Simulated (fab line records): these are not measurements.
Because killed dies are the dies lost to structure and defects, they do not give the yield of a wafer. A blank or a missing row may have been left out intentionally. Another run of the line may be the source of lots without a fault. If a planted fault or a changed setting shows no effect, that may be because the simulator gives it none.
Which tool did it? | flow sky130 | 12 lots with 36 wafers sampled at 5 steps, on a route of 708 steps

WHAT THE GAUGES SHOWED, per wafer
SKY_GATE_OXIDE_THK_MEAS_02. Usual: GATE_OXIDE_OXIDATION_00_THK gives 10.17 nm (standard deviation 0.17).
lot  | measured     | on            | GATE_OXIDE_OXIDATION_00_THK (nm) | flag
L577 | day 12 19:37 | film-metro-03 | 10.12 10.19 10.39                |
L578 | day 13 10:51 | film-metro-04 | 10.38 10.26 10.21                |
L579 | day 13 19:53 | film-metro-03 | 10.10 9.99 10.16                 |
L583 | day 15 08:31 | film-metro-03 | 10.06 10.00 9.94                 |
L584 | day 15 14:49 | film-metro-02 | 9.97 10.04 9.99                  |
L585 | day 15 14:49 | film-metro-04 | 10.45 10.25 10.39                |
L586 | day 16 03:59 | film-metro-02 | 10.26 10.27 10.28                |
L589 | day 17 11:54 | film-metro-02 | 10.10 10.12 10.03                |
L594 | day 19 11:08 | film-metro-04 | 10.24 10.25 10.27                |
L595 | day 19 12:32 | film-metro-03 | 10.34 10.14 10.21                |
L598 | day 20 08:04 | film-metro-02 | 9.93 9.89 9.94                   |
L599 | day 20 14:29 | film-metro-03 | 10.19 10.14 10.41                |

SKY_LDD_HVN_TW_MEAS_10. Usual: LDD_HVN_TW gives 1430 (standard deviation 22).
lot  | measured     | on            | LDD_HVN_TW                    | flag
L577 | day 20 06:43 | film-metro-01 | 1480 1479 1473                |
L578 | day 21 04:40 | film-metro-01 | 1473 1473 1470                |
L579 | day 21 16:58 | film-metro-04 | 1412 1407 1420                |
L583 | day 23 07:35 | film-metro-02 | 1426 1428 1423                |
L584 | day 23 08:49 | film-metro-02 | 1425 1425 1414                |
L585 | day 23 10:19 | film-metro-02 | 1424 1423 1420                |
L586 | day 24 01:33 | film-metro-01 | 1474 1470 1473                |
L589 | day 25 11:04 | film-metro-04 | 1216 1207 1209 1208 1213 1215 | OFF
L594 | day 27 07:14 | film-metro-04 | 1411 1414 1410                |
L595 | day 27 09:35 | film-metro-02 | 1235 1240 1235 1235 1240 1229 | OFF
L598 | day 28 02:13 | film-metro-02 | 1420 1421 1417                |
L599 | day 28 07:19 | film-metro-01 | 1470 1468 1475                |

SKY_SPACER_THK_MEAS_01. Usual: SPACER_CVD_00_THK gives 43.0 nm (standard deviation 0.45).
lot  | measured     | on            | SPACER_CVD_00_THK (nm) | flag
L577 | day 22 21:41 | film-metro-02 | 42.8 43.1 43.3         |
L578 | day 23 19:15 | film-metro-04 | 43.0 43.3 43.4         |
L579 | day 24 08:02 | film-metro-03 | 42.3 42.5 42.1         |
L583 | day 25 20:52 | film-metro-04 | 43.2 42.6 43.0         |
L584 | day 25 22:02 | film-metro-04 | 42.6 42.3 42.6         |
L585 | day 25 23:15 | film-metro-02 | 43.1 42.7 42.8         |
L586 | day 26 13:59 | film-metro-04 | 42.7 42.9 42.5         |
L589 | day 28 00:32 | film-metro-04 | 41.9 41.9 42.5         |
L594 | day 29 18:40 | film-metro-04 | 43.3 43.8 43.4         |
L595 | day 29 20:55 | film-metro-03 | 42.5 42.8 43.0         |
L598 | day 30 14:10 | film-metro-04 | 42.5 42.7 43.0         |
L599 | day 30 18:20 | film-metro-03 | 43.2 43.3 43.2         |

EACH LOT AND THE TOOL THAT RAN IT (in order: tool; ch and the chambers of the sampled wafers; start)
lot  | SKY_POLY_GATE_STRIP_18               | SKY_LDD_HVN_IMPLANT_08
L577 | plasma-asher-04 ch 0,1, day 16 09:45 | implanter-04 ch 0, day 20 06:28
L578 | plasma-asher-04 ch 0,1, day 17 04:59 | implanter-04 ch 0, day 21 04:25
L579 | plasma-asher-02 ch 0,1, day 17 17:00 | implanter-01 ch 0, day 21 16:43
L583 | plasma-asher-03 ch 0,1, day 19 08:37 | implanter-04 ch 0, day 23 07:22
L584 | plasma-asher-02 ch 1, day 19 12:20   | implanter-01 ch 0, day 23 08:34
L585 | plasma-asher-03 ch 0,1, day 19 12:41 | implanter-04 ch 0, day 23 10:04
L586 | plasma-asher-03 ch 0,1, day 20 03:48 | implanter-01 ch 0, day 24 01:18
L589 | plasma-asher-02 ch 0,1, day 21 13:34 | implanter-01 ch 0, day 25 10:49
L594 | plasma-asher-02 ch 0,1, day 23 12:24 | implanter-02 ch 0, day 27 07:00
L595 | plasma-asher-04 ch 0,1, day 23 14:15 | implanter-01 ch 0, day 27 09:21
L598 | plasma-asher-04 ch 0,1, day 24 07:38 | implanter-02 ch 0, day 28 01:58
L599 | plasma-asher-04 ch 0,1, day 24 13:06 | implanter-02 ch 0, day 28 07:04
- SKY_POLY_GATE_STRIP_18: strips in O2/N2.
- SKY_LDD_HVN_IMPLANT_08

AS READ BY THE TOOLS THEMSELVES (means over the sampled wafers that have a number; for cases with no such wafer, the mark the record gives instead)
SKY_POLY_GATE_STRIP_18. Usual: drypump-motor-current-A 5.6 A, standard deviation 0.47; oes-product-au 0.360 a.u., standard deviation 0.005; strip-time-to-endpoint-s 3.16 s, standard deviation 0.035.
lot  | tool            | drypump-motor-current-A (A) | oes-product-au (a.u.) | strip-time-to-endpoint-s (s) | flag
L577 | plasma-asher-04 | 5.3                         | 0.359                 | 3.13                         |
L578 | plasma-asher-04 | 5.5                         | 0.362                 | 3.16                         |
L579 | plasma-asher-02 | 5.6                         | 0.358                 | 3.16                         |
L583 | plasma-asher-03 | 6.0                         | 0.358                 | 3.19                         |
L584 | plasma-asher-02 | 5.5                         | 0.359                 | 3.15                         |
L585 | plasma-asher-03 | 6.0                         | 0.362                 | 3.15                         |
L586 | plasma-asher-03 | 5.5                         | 0.360                 | 3.18                         |
L589 | plasma-asher-02 | 5.6                         | 0.364                 | 3.14                         |
L594 | plasma-asher-02 | 5.5                         | 0.364                 | 3.18                         |
L595 | plasma-asher-04 | 5.5                         | 0.364                 | 3.14                         |
L598 | plasma-asher-04 | 5.5                         | 0.357                 | 3.11                         |
L599 | plasma-asher-04 | 5.3                         | 0.361                 | 3.19                         |

SKY_LDD_HVN_IMPLANT_08. Usual: dose-ions-cm2 3e+13, standard deviation 2.8e+10; faraday-current-uA 170, standard deviation 3.3.
lot  | tool         | dose-ions-cm2 | faraday-current-uA | flag
L577 | implanter-04 | 3e+13         | 171                |
L578 | implanter-04 | 3e+13         | 169                |
L579 | implanter-01 | 3e+13         | 171                |
L583 | implanter-04 | 3e+13         | 169                |
L584 | implanter-01 | 3e+13         | 166                |
L585 | implanter-04 | 3e+13         | 169                |
L586 | implanter-01 | 3e+13         | 169                |
L589 | implanter-01 | 2e+13         | 107                | OFF
L594 | implanter-02 | 3e+13         | 172                |
L595 | implanter-01 | 2e+13         | 107                | OFF
L598 | implanter-02 | 3e+13         | 171                |
L599 | implanter-02 | 3e+13         | 171                |

THE ANSWER, worked out from the rows above alone
Rule: lot off if the mean of its wafers having a number is beyond 3 standard deviations from the usual mean. A lot without any number at a reading at which 4 lots or more have one is off too. The other lots that the step has rows for count as sound. Order of review: gauges by route order, followed by the tools' own readings, for which a lot's mean as printed above is used. The first step at which some lot is off is used, and at that step the reading that is off furthest; a lot without a number counts as furthest.
Off: L589, L595, seen at SKY_LDD_HVN_TW_MEAS_10 (LDD_HVN_TW).
If a tool, at a process step before that reading, ran all the lots that are off and no sound lot after the first of them, it fits. The gauges at SKY_LDD_HVN_TW_MEAS_10 aren't tried: what is off there is off at SKY_LDD_HVN_IMPLANT_08 too, on other tools, and a gauge's error can't cause that. One candidate fits, namely implanter-01 at SKY_LDD_HVN_IMPLANT_08. Its last sound lot is L586 (day 24 01:18), its first lot that is off L589 (day 25 10:49): a fault that began between those two fits.
The tool's own readings at SKY_LDD_HVN_IMPLANT_08 bear it out: on the lots that are off they differ by more than 5 times the standard deviation of the sound lots' means. dose-ions-cm2 reads 2e+13 there against 3e+13 on the sound lots; faraday-current-uA reads 107 there against 170 on the sound lots.

WHAT THE SIMULATOR PUT IN
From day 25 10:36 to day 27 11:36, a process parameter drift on implanter-01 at SKY_LDD_HVN_IMPLANT_08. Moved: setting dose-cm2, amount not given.
Struck lots among those shown: L589, L595. This agrees with what the rule above found.
